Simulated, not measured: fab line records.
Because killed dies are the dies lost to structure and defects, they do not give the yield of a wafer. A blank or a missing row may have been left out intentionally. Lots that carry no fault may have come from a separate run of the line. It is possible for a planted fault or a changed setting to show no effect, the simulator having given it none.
Which of the tools did it? :: flow sky130 :: 11 lots, 33 wafers sampled, at 5 steps of a route of 708

== WHAT THE GAUGES SHOWED, per wafer ==
SKY_VIA4_THK_MEAS_01.
lot: L624
measured: day 41 14:27
on: film metro-01
VIA4_HDPCVD_THK (nm): 1742 1777 1777

lot: L625
measured: day 41 23:35
on: film metro-01
VIA4_HDPCVD_THK (nm): 1757 1782 1762

lot: L626
measured: day 42 10:57
on: film metro-01
VIA4_HDPCVD_THK (nm): 1754 1754 1754

lot: L628
measured: day 43 05:08
on: film metro-03
VIA4_HDPCVD_THK (nm): 1772 1775 1772

lot: L627
measured: day 43 05:44
on: film metro-01
VIA4_HDPCVD_THK (nm): 1748 1773 1764

lot: L631
measured: day 43 19:31
on: film metro-01
VIA4_HDPCVD_THK (nm): 1767 1958 1976

lot: L636
measured: day 45 12:37
on: film metro-02
VIA4_HDPCVD_THK (nm): 1769 1747 1979

lot: L639
measured: day 45 20:38
on: film metro-01
VIA4_HDPCVD_THK (nm): 1771 1751 1780

lot: L640
measured: day 46 02:05
on: film metro-03
VIA4_HDPCVD_THK (nm): 1768 1751 1772

lot: L642
measured: day 47 00:03
on: film metro-03
VIA4_HDPCVD_THK (nm): 1773 1766 1767

lot: L647
measured: day 47 22:34
on: film metro-01
VIA4_HDPCVD_THK (nm): 1779 1770 1770

== TOOL THAT RAN EACH LOT (tool first, then ch and the chambers of the sampled wafers, then the start) ==
lot: L624
SKY_VIA3_ETCH_15: rie diel-01 ch 0,1,3, day 39 10:46
SKY_METAL4_SPUTTER_01: pvd sputter-04, day 39 12:13
SKY_METAL4_DESCUM_15: rie metal-04 ch 0,1, day 41 13:16
SKY_VIA4_HDPCVD_00: hdpcvd-01 ch 0,2, day 41 14:16

lot: L625
SKY_VIA3_ETCH_15: rie diel-03 ch 1,2, day 39 20:47
SKY_METAL4_SPUTTER_01: pvd sputter-02, day 39 22:13
SKY_METAL4_DESCUM_15: rie metal-02 ch 0,1, day 41 22:29
SKY_VIA4_HDPCVD_00: hdpcvd-02 ch 0,1, day 41 23:24

lot: L626
SKY_VIA3_ETCH_15: rie diel-01 ch 0,3, day 40 08:15
SKY_METAL4_SPUTTER_01: pvd sputter-02, day 40 09:35
SKY_METAL4_DESCUM_15: rie metal-02 ch 0,1, day 42 09:51
SKY_VIA4_HDPCVD_00: hdpcvd-02 ch 0,1, day 42 10:45

lot: L628
SKY_VIA3_ETCH_15: rie diel-03 ch 1,2, day 41 02:02
SKY_METAL4_SPUTTER_01: pvd sputter-04, day 41 03:25
SKY_METAL4_DESCUM_15: rie metal-01 ch 0,1, day 43 04:02
SKY_VIA4_HDPCVD_00: hdpcvd-01 ch 0,1,2, day 43 04:56

lot: L627
SKY_VIA3_ETCH_15: rie diel-01 ch 1,2,3, day 41 02:23
SKY_METAL4_SPUTTER_01: pvd sputter-01, day 41 03:44
SKY_METAL4_DESCUM_15: rie metal-04 ch 0,1, day 43 04:36
SKY_VIA4_HDPCVD_00: hdpcvd-02 ch 0,1,2, day 43 05:32

lot: L631
SKY_VIA3_ETCH_15: rie diel-01 ch 1,2, day 41 17:57
SKY_METAL4_SPUTTER_01: pvd sputter-02, day 41 19:17
SKY_METAL4_DESCUM_15: rie metal-04 ch 0,1, day 43 18:25
SKY_VIA4_HDPCVD_00: hdpcvd-02 ch 0,1, day 43 19:20

lot: L636
SKY_VIA3_ETCH_15: rie diel-03 ch 0,2,3, day 43 07:45
SKY_METAL4_SPUTTER_01: pvd sputter-02, day 43 09:25
SKY_METAL4_DESCUM_15: rie metal-04 ch 1, day 45 07:37
SKY_VIA4_HDPCVD_00: hdpcvd-02 ch 0,1,2, day 45 12:26

lot: L639
SKY_VIA3_ETCH_15: rie diel-03 ch 0,1,2, day 43 23:00
SKY_METAL4_SPUTTER_01: pvd sputter-02, day 44 00:22
SKY_METAL4_DESCUM_15: rie metal-02 ch 0,1, day 45 19:32
SKY_VIA4_HDPCVD_00: hdpcvd-01 ch 0,2, day 45 20:28

lot: L640
SKY_VIA3_ETCH_15: rie diel-02 ch 0,2,3, day 44 03:49
SKY_METAL4_SPUTTER_01: pvd sputter-01, day 44 05:13
SKY_METAL4_DESCUM_15: rie metal-01 ch 0,1, day 46 00:41
SKY_VIA4_HDPCVD_00: hdpcvd-01 ch 0,1,2, day 46 01:54

lot: L642
SKY_VIA3_ETCH_15: rie diel-03 ch 0,1,2, day 45 02:30
SKY_METAL4_SPUTTER_01: pvd sputter-02, day 45 03:52
SKY_METAL4_DESCUM_15: rie metal-01 ch 0,1, day 46 22:57
SKY_VIA4_HDPCVD_00: hdpcvd-01 ch 1,2, day 46 23:52

lot: L647
SKY_VIA3_ETCH_15: rie diel-02 ch 0,1, day 46 03:55
SKY_METAL4_SPUTTER_01: pvd sputter-04, day 46 05:15
SKY_METAL4_DESCUM_15: rie metal-02 ch 0,1, day 47 21:28
SKY_VIA4_HDPCVD_00: hdpcvd-01 ch 1,2, day 47 22:23
- SKY_VIA3_ETCH_15: etches SiO2 in C4F8/O2/Ar, stops on TiN, target depth 507 nm, time 78 s.
- SKY_METAL4_SPUTTER_01: material TiN, target thk 20 nm, time 16.7 s.
- SKY_METAL4_DESCUM_15: chemistry O2, time 8 s.
- SKY_VIA4_HDPCVD_00: deposits SiO2, target thk 1750 nm, time 291.7 s.

== WHAT THE TOOLS THEMSELVES READ (means of the sampled wafers that have a number; where no wafer has one, the mark that the record gives instead) ==
SKY_VIA3_ETCH_15.
lot: L624
tool: rie diel-01
oes product au (a.u.): 0.943

lot: L625
tool: rie diel-03
oes product au (a.u.): 0.947

lot: L626
tool: rie diel-01
oes product au (a.u.): 0.953

lot: L628
tool: rie diel-03
oes product au (a.u.): 0.949

lot: L627
tool: rie diel-01
oes product au (a.u.): 0.943

lot: L631
tool: rie diel-01
oes product au (a.u.): 0.945

lot: L636
tool: rie diel-03
oes product au (a.u.): 0.944

lot: L639
tool: rie diel-03
oes product au (a.u.): 0.947

lot: L640
tool: rie diel-02
oes product au (a.u.): 0.947

lot: L642
tool: rie diel-03
oes product au (a.u.): 0.941

lot: L647
tool: rie diel-02
oes product au (a.u.): 0.950

SKY_METAL4_SPUTTER_01.
lot: L624
tool: pvd sputter-04
cathode dc power W (W): 6499.4
throttle valve pct (%): 30.1

lot: L625
tool: pvd sputter-02
cathode dc power W (W): 6499.6
throttle valve pct (%): 30.1

lot: L626
tool: pvd sputter-02
cathode dc power W (W): 6499.8
throttle valve pct (%): 30.3

lot: L628
tool: pvd sputter-04
cathode dc power W (W): 6500.6
throttle valve pct (%): 30.0

lot: L627
tool: pvd sputter-01
cathode dc power W (W): 6500.9
throttle valve pct (%): 30.6

lot: L631
tool: pvd sputter-02
cathode dc power W (W): 6500.3
throttle valve pct (%): 30.7

lot: L636
tool: pvd sputter-02
cathode dc power W (W): 6500.4
throttle valve pct (%): 29.9

lot: L639
tool: pvd sputter-02
cathode dc power W (W): 6499.6
throttle valve pct (%): 30.4

lot: L640
tool: pvd sputter-01
cathode dc power W (W): 6499.7
throttle valve pct (%): 30.6

lot: L642
tool: pvd sputter-02
cathode dc power W (W): 6500.4
throttle valve pct (%): 30.6

lot: L647
tool: pvd sputter-04
cathode dc power W (W): 6500.9
throttle valve pct (%): 30.3

SKY_METAL4_DESCUM_15.
lot: L624
tool: rie metal-04
drypump motor current A (A): 5.7
oes product au (a.u.): 1.013

lot: L625
tool: rie metal-02
drypump motor current A (A): 6.0
oes product au (a.u.): 0.995

lot: L626
tool: rie metal-02
drypump motor current A (A): 6.0
oes product au (a.u.): 0.989

lot: L628
tool: rie metal-01
drypump motor current A (A): 5.1
oes product au (a.u.): 0.993

lot: L627
tool: rie metal-04
drypump motor current A (A): 5.7
oes product au (a.u.): 1.011

lot: L631
tool: rie metal-04
drypump motor current A (A): 5.7
oes product au (a.u.): 1.014

lot: L636
tool: rie metal-04
drypump motor current A (A): 5.7
oes product au (a.u.): 0.996

lot: L639
tool: rie metal-02
drypump motor current A (A): 6.0
oes product au (a.u.): 0.998

lot: L640
tool: rie metal-01
drypump motor current A (A): 5.2
oes product au (a.u.): 0.993

lot: L642
tool: rie metal-01
drypump motor current A (A): 5.1
oes product au (a.u.): 0.997

lot: L647
tool: rie metal-02
drypump motor current A (A): 5.9
oes product au (a.u.): 0.991

SKY_VIA4_HDPCVD_00.
lot: L624
tool: hdpcvd-01
pressure mtorr (mTorr): 5.997
run length s (s): 319.6

lot: L625
tool: hdpcvd-02
pressure mtorr (mTorr): 6.007
run length s (s): 320.3

lot: L626
tool: hdpcvd-02
pressure mtorr (mTorr): 5.995
run length s (s): 320.1

lot: L628
tool: hdpcvd-01
pressure mtorr (mTorr): 5.997
run length s (s): 319.5

lot: L627
tool: hdpcvd-02
pressure mtorr (mTorr): 5.997
run length s (s): 320.0

lot: L631
tool: hdpcvd-02
pressure mtorr (mTorr): 5.993
run length s (s): 345.3

lot: L636
tool: hdpcvd-02
pressure mtorr (mTorr): 5.999
run length s (s): 332.7

lot: L639
tool: hdpcvd-01
pressure mtorr (mTorr): 5.998
run length s (s): 319.4

lot: L640
tool: hdpcvd-01
pressure mtorr (mTorr): 6.008
run length s (s): 319.3

lot: L642
tool: hdpcvd-01
pressure mtorr (mTorr): 6.001
run length s (s): 319.5

lot: L647
tool: hdpcvd-01
pressure mtorr (mTorr): 6.014
run length s (s): 319.7

== THE ANSWER, worked out from the rows above alone ==
Rule: the usual values come from the lots themselves. Put in order of their means at a reading, lots are off if they are a third of the lots or fewer, leave a main group of 4 or more, and stand apart from it by a gap of 3 or more times the standard deviation of the main group's means; of several such gaps the widest counts. A main group is skipped when, at the precision printed for the reading in the tables above, its means are all equal. Also off: a lot with no number at a reading for which 4 or more lots have one. Where the step has rows for the other lots, those lots are counted as sound. The gauges are gone through in route order, then the tools' own readings, and for those a lot's mean is taken as printed above. The first step at which some lot is off is used, and at that step the reading that is off furthest; a lot without a number counts as furthest.
Off: at SKY_VIA4_THK_MEAS_01 (VIA4_HDPCVD_THK), L631, L636. Main group: mean 1766 nm, sd 5.5.
A tool fits if, at a process step before that reading, it ran every lot that is off, and no sound lot after the first of them. The gauges at SKY_VIA4_THK_MEAS_01 aren't tried: what is off there is off at SKY_VIA4_HDPCVD_00 too, on other tools, and a gauge's error can't cause that. Can't be told from this: 2 tools fit, rie metal-04 at SKY_METAL4_DESCUM_15, hdpcvd-02 at SKY_VIA4_HDPCVD_00.

== WHAT THE SIMULATOR PUT IN ==
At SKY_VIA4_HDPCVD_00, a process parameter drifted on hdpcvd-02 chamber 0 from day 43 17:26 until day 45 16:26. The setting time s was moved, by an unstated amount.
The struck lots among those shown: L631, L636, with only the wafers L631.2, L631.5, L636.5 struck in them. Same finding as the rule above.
